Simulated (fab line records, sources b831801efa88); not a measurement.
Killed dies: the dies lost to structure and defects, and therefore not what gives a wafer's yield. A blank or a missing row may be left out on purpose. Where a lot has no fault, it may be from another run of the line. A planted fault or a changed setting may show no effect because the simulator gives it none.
Which tool did it? / flow sky130 / 24 lots, 72 wafers sampled, at 5 steps of a route of 708

== WHAT THE GAUGES SHOWED, per wafer ==
SKY_VIA3_BOW_MEAS_03.
lot=L074; measured=day 39 08:54; on=filmMetro-01; VIA3_BOW (um)=82 80 86
lot=L075; measured=day 39 17:53; on=filmMetro-02; VIA3_BOW (um)=76 72 90
lot=L077; measured=day 40 04:47; on=filmMetro-01; VIA3_BOW (um)=85 84 91
lot=L076; measured=day 40 06:47; on=filmMetro-02; VIA3_BOW (um)=71 59 75
lot=L078; measured=day 40 08:36; on=filmMetro-03; VIA3_BOW (um)=81 78 83
lot=L079; measured=day 40 11:24; on=filmMetro-01; VIA3_BOW (um)=84 79 89
lot=L080; measured=day 40 21:05; on=filmMetro-03; VIA3_BOW (um)=77 87 76
lot=L081; measured=day 41 00:39; on=filmMetro-02; VIA3_BOW (um)=79 86 78
lot=L082; measured=day 41 12:49; on=filmMetro-03; VIA3_BOW (um)=72 69 73
lot=L083; measured=day 41 16:32; on=filmMetro-02; VIA3_BOW (um)=78 81 80
lot=L084; measured=day 41 22:28; on=filmMetro-01; VIA3_BOW (um)=72 78 80
lot=L085; measured=day 42 01:56; on=filmMetro-01; VIA3_BOW (um)=81 90 77
lot=L086; measured=day 42 05:04; on=filmMetro-03; VIA3_BOW (um)=78 81 80
lot=L088; measured=day 42 21:13; on=filmMetro-03; VIA3_BOW (um)=78 88 85
lot=L087; measured=day 42 21:56; on=filmMetro-02; VIA3_BOW (um)=83 74 82
lot=L089; measured=day 43 05:03; on=filmMetro-02; VIA3_BOW (um)=78 71 78
lot=L091; measured=day 43 14:10; on=filmMetro-01; VIA3_BOW (um)=90 82 86
lot=L092; measured=day 43 20:55; on=filmMetro-02; VIA3_BOW (um)=76 70 71
lot=L090; measured=day 43 21:34; on=filmMetro-02; VIA3_BOW (um)=81 81 81
lot=L093; measured=day 44 06:02; on=filmMetro-02; VIA3_BOW (um)=71 74 83
lot=L094; measured=day 44 08:15; on=filmMetro-01; VIA3_BOW (um)=76 84 77
lot=L095; measured=day 44 23:38; on=filmMetro-01; VIA3_BOW (um)=93 83 83
lot=L096; measured=day 45 01:20; on=filmMetro-03; VIA3_BOW (um)=86 78 78
lot=L097; measured=day 45 04:40; on=filmMetro-03; VIA3_BOW (um)=78 70 79

SKY_VIA3_RS_MEAS_22: uses a four-point probe to measure.
lot=L074; measured=day 40 10:58; on=filmMetro-02; VIA3_W_RS (ohm/sq)=0.298 0.298 0.298
lot=L075; measured=day 40 19:11; on=filmMetro-02; VIA3_W_RS (ohm/sq)=0.296 0.297 0.295
lot=L077; measured=day 41 05:19; on=filmMetro-01; VIA3_W_RS (ohm/sq)=0.293 0.296 0.296
lot=L076; measured=day 41 08:07; on=filmMetro-02; VIA3_W_RS (ohm/sq)=0.289 0.292 0.295
lot=L078; measured=day 41 09:50; on=filmMetro-01; VIA3_W_RS (ohm/sq)=0.298 0.296 0.296
lot=L079; measured=day 41 12:43; on=filmMetro-01; VIA3_W_RS (ohm/sq)=0.297 0.296 0.294
lot=L080; measured=day 41 21:56; on=filmMetro-03; VIA3_W_RS (ohm/sq)=0.296 0.292 0.295
lot=L081; measured=day 42 01:31; on=filmMetro-03; VIA3_W_RS (ohm/sq)=0.304 0.298 0.298
lot=L082; measured=day 42 13:52; on=filmMetro-01; VIA3_W_RS (ohm/sq)=0.299 0.297 0.299
lot=L083; measured=day 42 17:27; on=filmMetro-03; VIA3_W_RS (ohm/sq)=0.293 0.293 0.296
lot=L084; measured=day 42 22:28; on=filmMetro-02; VIA3_W_RS (ohm/sq)=0.288 0.293 0.295
lot=L085; measured=day 43 02:29; on=filmMetro-03; VIA3_W_RS (ohm/sq)=0.298 0.290 0.289
lot=L086; measured=day 43 05:08; on=filmMetro-03; VIA3_W_RS (ohm/sq)=0.293 0.297 0.299
lot=L088; measured=day 43 21:55; on=filmMetro-02; VIA3_W_RS (ohm/sq)=0.289 0.289 0.289
lot=L087; measured=day 43 22:26; on=filmMetro-03; VIA3_W_RS (ohm/sq)=0.297 0.293 0.298
lot=L089; measured=day 44 04:48; on=filmMetro-03; VIA3_W_RS (ohm/sq)=0.290 0.294 0.290
lot=L091; measured=day 44 14:08; on=filmMetro-02; VIA3_W_RS (ohm/sq)=0.295 0.295 0.295
lot=L092; measured=day 44 20:53; on=filmMetro-03; VIA3_W_RS (ohm/sq)=0.293 0.292 0.293
lot=L090; measured=day 44 21:27; on=filmMetro-02; VIA3_W_RS (ohm/sq)=0.293 0.289 0.295
lot=L093; measured=day 45 04:50; on=filmMetro-02; VIA3_W_RS (ohm/sq)=0.295 0.295 0.296
lot=L094; measured=day 45 07:05; on=filmMetro-02; VIA3_W_RS (ohm/sq)=0.296 0.295 0.294
lot=L095; measured=day 45 21:59; on=filmMetro-02; VIA3_W_RS (ohm/sq)=0.286 0.291 0.293
lot=L096; measured=day 45 23:48; on=filmMetro-02; VIA3_W_RS (ohm/sq)=0.294 0.291 0.291
lot=L097; measured=day 46 03:28; on=filmMetro-01; VIA3_W_RS (ohm/sq)=0.291 0.291 0.291

SKY_VIA4_THK_MEAS_01.
lot=L074; measured=day 42 13:22; on=filmMetro-03; VIA4_HDPCVD_THK (nm)=1749 1727 1757
lot=L075; measured=day 42 21:13; on=filmMetro-04; VIA4_HDPCVD_THK (nm)=1771 1746 1765
lot=L077; measured=day 43 07:01; on=filmMetro-04; VIA4_HDPCVD_THK (nm)=1749 1712 1734
lot=L076; measured=day 43 08:35; on=filmMetro-04; VIA4_HDPCVD_THK (nm)=1754 1762 1699
lot=L078; measured=day 43 10:29; on=filmMetro-01; VIA4_HDPCVD_THK (nm)=1769 1710 1721
lot=L079; measured=day 43 14:43; on=filmMetro-03; VIA4_HDPCVD_THK (nm)=1739 1704 1757
lot=L080; measured=day 43 23:38; on=filmMetro-03; VIA4_HDPCVD_THK (nm)=1718 1738 1774
lot=L081; measured=day 44 13:40; on=filmMetro-01; VIA4_HDPCVD_THK (nm)=1765 1740 1741
lot=L082; measured=day 44 14:59; on=filmMetro-03; VIA4_HDPCVD_THK (nm)=1736 1750 1729
lot=L083; measured=day 44 17:32; on=filmMetro-01; VIA4_HDPCVD_THK (nm)=1725 1761 1757
lot=L084; measured=day 44 22:40; on=filmMetro-04; VIA4_HDPCVD_THK (nm)=1736 1759 1736
lot=L085; measured=day 45 01:44; on=filmMetro-03; VIA4_HDPCVD_THK (nm)=1745 1762 1754
lot=L086; measured=day 45 05:17; on=filmMetro-03; VIA4_HDPCVD_THK (nm)=1751 1761 1744
lot=L088; measured=day 45 21:28; on=filmMetro-03; VIA4_HDPCVD_THK (nm)=1735 1709 1725
lot=L087; measured=day 45 21:07; on=filmMetro-01; VIA4_HDPCVD_THK (nm)=1673 1748 1710
lot=L089; measured=day 46 01:57; on=filmMetro-03; VIA4_HDPCVD_THK (nm)=1736 1746 1744
lot=L091; measured=day 46 11:34; on=filmMetro-01; VIA4_HDPCVD_THK (nm)=1717 1720 1729
lot=L092; measured=day 46 17:45; on=filmMetro-01; VIA4_HDPCVD_THK (nm)=1757 1728 1715
lot=L090; measured=day 46 18:44; on=filmMetro-01; VIA4_HDPCVD_THK (nm)=1798 1740 1812
lot=L093; measured=day 47 01:58; on=filmMetro-04; VIA4_HDPCVD_THK (nm)=1756 1779 1727
lot=L094; measured=day 47 04:37; on=filmMetro-03; VIA4_HDPCVD_THK (nm)=1723 1735 1723
lot=L095; measured=day 47 23:34; on=filmMetro-01; VIA4_HDPCVD_THK (nm)=1758 1765 1805
lot=L096; measured=day 47 20:53; on=filmMetro-01; VIA4_HDPCVD_THK (nm)=1757 1771 1727
lot=L097; measured=day 48 00:16; on=filmMetro-04; VIA4_HDPCVD_THK (nm)=1753 1718 1716

== WHICH TOOL RAN EACH LOT (tool, then ch and the chambers of the sampled wafers, then the start) ==
lot=L074; SKY_VIA3_CMP_24=cmp-01 ch 0,2, day 40 11:06; SKY_METAL4_SPUTTER_00=pvdSputter-04, day 40 11:24
lot=L075; SKY_VIA3_CMP_24=cmp-01 ch 1,2,3, day 40 19:21; SKY_METAL4_SPUTTER_00=pvdSputter-02, day 40 19:39
lot=L077; SKY_VIA3_CMP_24=cmp-01 ch 0,2,3, day 41 05:35; SKY_METAL4_SPUTTER_00=pvdSputter-02, day 41 05:47
lot=L076; SKY_VIA3_CMP_24=cmp-02 ch 0,1,2, day 41 08:20; SKY_METAL4_SPUTTER_00=pvdSputter-04, day 41 08:32
lot=L078; SKY_VIA3_CMP_24=cmp-01 ch 0,1,2, day 41 10:03; SKY_METAL4_SPUTTER_00=pvdSputter-04, day 41 10:18
lot=L079; SKY_VIA3_CMP_24=cmp-02 ch 0,1, day 41 12:53; SKY_METAL4_SPUTTER_00=pvdSputter-04, day 41 13:11
lot=L080; SKY_VIA3_CMP_24=cmp-01 ch 0,3, day 41 22:06; SKY_METAL4_SPUTTER_00=pvdSputter-01, day 41 22:24
lot=L081; SKY_VIA3_CMP_24=cmp-02 ch 0,2,3, day 42 01:45; SKY_METAL4_SPUTTER_00=pvdSputter-01, day 42 02:00
lot=L082; SKY_VIA3_CMP_24=cmp-02 ch 0,1, day 42 14:06; SKY_METAL4_SPUTTER_00=pvdSputter-01, day 42 14:21
lot=L083; SKY_VIA3_CMP_24=cmp-02 ch 1,2,3, day 42 17:37; SKY_METAL4_SPUTTER_00=pvdSputter-01, day 42 17:55
lot=L084; SKY_VIA3_CMP_24=cmp-02 ch 2,3, day 42 22:36; SKY_METAL4_SPUTTER_00=pvdSputter-01, day 42 22:54
lot=L085; SKY_VIA3_CMP_24=cmp-02 ch 1,2,3, day 43 02:40; SKY_METAL4_SPUTTER_00=pvdSputter-04, day 43 02:58
lot=L086; SKY_VIA3_CMP_24=cmp-01 ch 1,3, day 43 05:22; SKY_METAL4_SPUTTER_00=pvdSputter-01, day 43 05:37
lot=L088; SKY_VIA3_CMP_24=cmp-01 ch 0,1,3, day 43 22:11; SKY_METAL4_SPUTTER_00=pvdSputter-04, day 43 22:23
lot=L087; SKY_VIA3_CMP_24=cmp-02 ch 0,1,3, day 43 22:36; SKY_METAL4_SPUTTER_00=pvdSputter-01, day 43 22:54
lot=L089; SKY_VIA3_CMP_24=cmp-01 ch 0,2,3, day 44 05:02; SKY_METAL4_SPUTTER_00=pvdSputter-01, day 44 05:14
lot=L091; SKY_VIA3_CMP_24=cmp-01 ch 1,2,3, day 44 14:22; SKY_METAL4_SPUTTER_00=pvdSputter-01, day 44 14:37
lot=L092; SKY_VIA3_CMP_24=cmp-02 ch 0,1,3, day 44 21:10; SKY_METAL4_SPUTTER_00=pvdSputter-04, day 44 21:22
lot=L090; SKY_VIA3_CMP_24=cmp-01 ch 0,1,2, day 44 21:38; SKY_METAL4_SPUTTER_00=pvdSputter-04, day 44 21:56
lot=L093; SKY_VIA3_CMP_24=cmp-02 ch 2,3, day 45 05:00; SKY_METAL4_SPUTTER_00=pvdSputter-04, day 45 05:18
lot=L094; SKY_VIA3_CMP_24=cmp-02 ch 0,1,2, day 45 07:24; SKY_METAL4_SPUTTER_00=pvdSputter-02, day 45 07:33
lot=L095; SKY_VIA3_CMP_24=cmp-02 ch 0,1, day 45 22:16; SKY_METAL4_SPUTTER_00=pvdSputter-01, day 45 22:34
lot=L096; SKY_VIA3_CMP_24=cmp-01 ch 0,2,3, day 46 00:02; SKY_METAL4_SPUTTER_00=pvdSputter-02, day 46 00:14
lot=L097; SKY_VIA3_CMP_24=cmp-01 ch 0,2, day 46 03:41; SKY_METAL4_SPUTTER_00=pvdSputter-04, day 46 03:56
- SKY_VIA3_CMP_24: polishes, stops on SiO2, t overpolish 20 s, target thk 0 nm.
- SKY_METAL4_SPUTTER_00: material Ti, target thk 15 nm, time 10 s.

== AS READ BY THE TOOLS THEMSELVES (means over the sampled wafers that have a number; for cases with no such wafer, the mark the record gives instead) ==
SKY_VIA3_CMP_24.
lot=L074; tool=cmp-01; motorCurrentA (A)=9.8; overpolishRunS (s)=19.983; timeToEndpointS (s)=96
lot=L075; tool=cmp-01; motorCurrentA (A)=10.0; overpolishRunS (s)=19.991; timeToEndpointS (s)=98
lot=L077; tool=cmp-01; motorCurrentA (A)=9.9; overpolishRunS (s)=20.000; timeToEndpointS (s)=97
lot=L076; tool=cmp-02; motorCurrentA (A)=10.7; overpolishRunS (s)=19.999; timeToEndpointS (s)=90
lot=L078; tool=cmp-01; motorCurrentA (A)=10.4; overpolishRunS (s)=20.007; timeToEndpointS (s)=94
lot=L079; tool=cmp-02; motorCurrentA (A)=10.8; overpolishRunS (s)=20.008; timeToEndpointS (s)=90
lot=L080; tool=cmp-01; motorCurrentA (A)=9.8; overpolishRunS (s)=20.000; timeToEndpointS (s)=95
lot=L081; tool=cmp-02; motorCurrentA (A)=10.7; overpolishRunS (s)=20.004; timeToEndpointS (s)=90
lot=L082; tool=cmp-02; motorCurrentA (A)=10.8; overpolishRunS (s)=19.997; timeToEndpointS (s)=95
lot=L083; tool=cmp-02; motorCurrentA (A)=10.5; overpolishRunS (s)=20.005; timeToEndpointS (s)=93
lot=L084; tool=cmp-02; motorCurrentA (A)=10.6; overpolishRunS (s)=19.991; timeToEndpointS (s)=103
lot=L085; tool=cmp-02; motorCurrentA (A)=11.2; overpolishRunS (s)=20.000; timeToEndpointS (s)=94
lot=L086; tool=cmp-01; motorCurrentA (A)=10.6; overpolishRunS (s)=20.000; timeToEndpointS (s)=98
lot=L088; tool=cmp-01; motorCurrentA (A)=10.2; overpolishRunS (s)=20.006; timeToEndpointS (s)=96
lot=L087; tool=cmp-02; motorCurrentA (A)=10.6; overpolishRunS (s)=20.002; timeToEndpointS (s)=101
lot=L089; tool=cmp-01; motorCurrentA (A)=9.4; overpolishRunS (s)=20.012; timeToEndpointS (s)=99
lot=L091; tool=cmp-01; motorCurrentA (A)=10.3; overpolishRunS (s)=19.992; timeToEndpointS (s)=99
lot=L092; tool=cmp-02; motorCurrentA (A)=10.6; overpolishRunS (s)=20.005; timeToEndpointS (s)=99
lot=L090; tool=cmp-01; motorCurrentA (A)=10.1; overpolishRunS (s)=19.995; timeToEndpointS (s)=96
lot=L093; tool=cmp-02; motorCurrentA (A)=10.8; overpolishRunS (s)=19.996; timeToEndpointS (s)=94
lot=L094; tool=cmp-02; motorCurrentA (A)=10.2; overpolishRunS (s)=20.005; timeToEndpointS (s)=88
lot=L095; tool=cmp-02; motorCurrentA (A)=10.4; overpolishRunS (s)=20.004; timeToEndpointS (s)=93
lot=L096; tool=cmp-01; motorCurrentA (A)=9.9; overpolishRunS (s)=20.007; timeToEndpointS (s)=98
lot=L097; tool=cmp-01; motorCurrentA (A)=9.8; overpolishRunS (s)=20.011; timeToEndpointS (s)=95

SKY_METAL4_SPUTTER_00.
lot=L074; tool=pvdSputter-04; throttleValvePct (%)=30.1
lot=L075; tool=pvdSputter-02; throttleValvePct (%)=30.9
lot=L077; tool=pvdSputter-02; throttleValvePct (%)=30.8
lot=L076; tool=pvdSputter-04; throttleValvePct (%)=30.3
lot=L078; tool=pvdSputter-04; throttleValvePct (%)=30.3
lot=L079; tool=pvdSputter-04; throttleValvePct (%)=30.0
lot=L080; tool=pvdSputter-01; throttleValvePct (%)=30.8
lot=L081; tool=pvdSputter-01; throttleValvePct (%)=30.5
lot=L082; tool=pvdSputter-01; throttleValvePct (%)=29.9
lot=L083; tool=pvdSputter-01; throttleValvePct (%)=29.6
lot=L084; tool=pvdSputter-01; throttleValvePct (%)=30.5
lot=L085; tool=pvdSputter-04; throttleValvePct (%)=30.2
lot=L086; tool=pvdSputter-01; throttleValvePct (%)=30.3
lot=L088; tool=pvdSputter-04; throttleValvePct (%)=30.3
lot=L087; tool=pvdSputter-01; throttleValvePct (%)=30.7
lot=L089; tool=pvdSputter-01; throttleValvePct (%)=30.4
lot=L091; tool=pvdSputter-01; throttleValvePct (%)=30.4
lot=L092; tool=pvdSputter-04; throttleValvePct (%)=30.0
lot=L090; tool=pvdSputter-04; throttleValvePct (%)=30.3
lot=L093; tool=pvdSputter-04; throttleValvePct (%)=30.3
lot=L094; tool=pvdSputter-02; throttleValvePct (%)=32.0
lot=L095; tool=pvdSputter-01; throttleValvePct (%)=30.2
lot=L096; tool=pvdSputter-02; throttleValvePct (%)=31.3
lot=L097; tool=pvdSputter-04; throttleValvePct (%)=30.4

== THE ANSWER, worked out from the rows above alone ==
Rule: what is usual is taken from the lots themselves. Put in order of their means at a reading, lots are off if they are a third of the lots or fewer, leave a main group of 4 or more, and stand apart from it by a gap of 3 or more times the standard deviation of the main group's means; of several such gaps the widest counts. If all means in a main group match to the digits the tables above print for the reading, that group is not used. Also off: a lot with no number at a reading for which 4 or more lots have one. Where the step has rows for the other lots, those lots are counted as sound. Order of review: gauges by route order, followed by the tools' own readings, for which a lot's mean as printed above is used. The first step at which some lot is off is used, and at that step the reading that is off furthest; a lot without a number counts as furthest.
No lot is off on any of the readings shown, so nothing can be concluded from this.

== WHAT HAD BEEN PUT IN BY THE SIMULATOR ==
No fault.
